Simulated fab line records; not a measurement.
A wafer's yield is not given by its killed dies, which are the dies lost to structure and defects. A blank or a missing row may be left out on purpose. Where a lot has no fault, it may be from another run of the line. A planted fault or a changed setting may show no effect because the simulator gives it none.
One fault through the eyes of 2 desks :: flow gf180mcu :: every desk sees just its own numbers, and what lay behind them comes last

## FROM THE METROLOGY DESK
What the gauges read for every lot (on any tool): the sampled wafers with a number, averaged. A lot is out of limits, marked OUT, if its mean lies more than 4 standard deviations from the usual mean; the brackets give that distance.
Columns: A = V3_W_RS at GF_V3_RS_MEAS_24, usual 0.329 ohm/sq
lot: L674
first seen here: day 22 19:07
A: 0.325

lot: L677
first seen here: day 23 10:28
A: 0.331

lot: L679
first seen here: day 24 09:17
A: 0.329

lot: L680
first seen here: day 24 17:41
A: 0.329

lot: L681
first seen here: day 24 18:37
A: 0.329

lot: L686
first seen here: day 26 11:34
A: 0.331

lot: L687
first seen here: day 27 02:34
A: 0.329

lot: L693
first seen here: day 28 20:27
A: 0.328

lot: L694
first seen here: day 29 02:32
A: 0.329

lot: L696
first seen here: day 29 18:02
A: 0.333

lot: L697
first seen here: day 29 19:06
A: 0.338
Result from this desk: across the 11 lots, nothing is out of limits.

## TOOL OWNER'S DESK, pvd sputter-03
The tool's own readings at GF_MIM_SPUTTER_02 (material AlCu, target thk 450 nm, time 23.9 s): means of the sampled wafers that have a number, for each lot that ran on this tool. A lot is out of limits, marked OUT, if its mean lies more than 4 standard deviations from the usual mean; the brackets give that distance.
Columns: A = chamber pressure pa at GF_MIM_SPUTTER_02, usual 0.4001 Pa; B = throttle valve pct at GF_MIM_SPUTTER_02, usual 30.0 %
lot: L677
first seen here: day 25 10:03
A: 0.4000
B: 30.2

lot: L686
first seen here: day 28 07:20
A: 0.4995 (+99 or more) OUT
B: 26.1

lot: L687
first seen here: day 28 22:03
A: 0.4993 (+99 or more) OUT
B: 27.5

lot: L697
first seen here: day 31 11:15
A: 0.4003
B: 29.6
This desk finds L686, L687 out of limits, L686 being first, at day 28 07:20 (chamber pressure pa at GF_MIM_SPUTTER_02). L677, L697: within limits.

## PUT TOGETHER
An alarm could have come from the tool owner's desk at day 28 07:20, on L686, L687.
From the metrology desk's view, nothing was out of limits.
The metrology desk has L686, L687 on record, within its limits.
Every lot named ran GF_MIM_SPUTTER_02 on pvd sputter-03.

## WHAT HAD BEEN PUT IN BY THE SIMULATOR
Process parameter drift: pvd sputter-03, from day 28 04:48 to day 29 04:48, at GF_MIM_SPUTTER_02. Setting chamber pressure pa shifted by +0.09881 from 0.4. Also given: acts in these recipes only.
Lots struck among those shown: L686, L687.
How many hours passed from the start of the fault until each desk's first out-of-limits reading: the tool owner's desk, 3.
